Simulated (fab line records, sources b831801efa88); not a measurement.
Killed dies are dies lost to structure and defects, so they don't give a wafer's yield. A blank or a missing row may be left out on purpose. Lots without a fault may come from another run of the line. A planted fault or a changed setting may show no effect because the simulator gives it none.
Which tool did it? | flow gf180mcu | 6 lots, 18 wafers sampled, at 2 steps of a route of 602

WHAT THE GAUGES READ, wafer by wafer
GF_V5_BOW_MEAS_05.
lot  | measured     | on            | V5_BOW (um)
L843 | day 27 01:56 | film_metro-04 | 128 141 138
L845 | day 27 19:14 | film_metro-03 | 141 142 139
L847 | day 28 12:07 | film_metro-02 | 132 126 130
L849 | day 29 02:49 | film_metro-03 | 147 133 136
L856 | day 31 02:47 | film_metro-04 | 123 127 131
L858 | day 31 11:20 | film_metro-04 | 131 139 116

WHICH TOOL RAN EACH LOT (tool, then ch and the chambers of the sampled wafers, then the start)
lot  | GF_V1_CVD_02
L843 | pecvd-02 ch 0,2, day 17 22:01
L845 | pecvd-04 ch 0,1,2, day 18 18:05
L847 | pecvd-04 ch 0,2, day 19 15:11
L849 | pecvd-02 ch 1,2, day 20 11:10
L856 | pecvd-03 ch 1,2, day 22 21:31
L858 | pecvd-02 ch 0,1,2, day 23 09:31
- GF_V1_CVD_02: deposits SiO2 from TEOS, target thk 850 nm, time 94.851 s.

THE ANSWER, worked out from the rows above alone
Rule: what is usual is taken from the lots themselves. Put in order of their means at a reading, lots are off if they are a third of the lots or fewer, leave a main group of 4 or more, and stand apart from it by a gap of 3 or more times the standard deviation of the main group's means; of several such gaps the widest counts. A main group whose means are all the same, to the digits that the tables above print for the reading, isn't used. A lot without any number at a reading at which 4 lots or more have one is off too. The other lots that the step has rows for count as sound.
No lot is off at any reading shown: from this, nothing can be told.

WHAT THE SIMULATOR HAD PUT IN
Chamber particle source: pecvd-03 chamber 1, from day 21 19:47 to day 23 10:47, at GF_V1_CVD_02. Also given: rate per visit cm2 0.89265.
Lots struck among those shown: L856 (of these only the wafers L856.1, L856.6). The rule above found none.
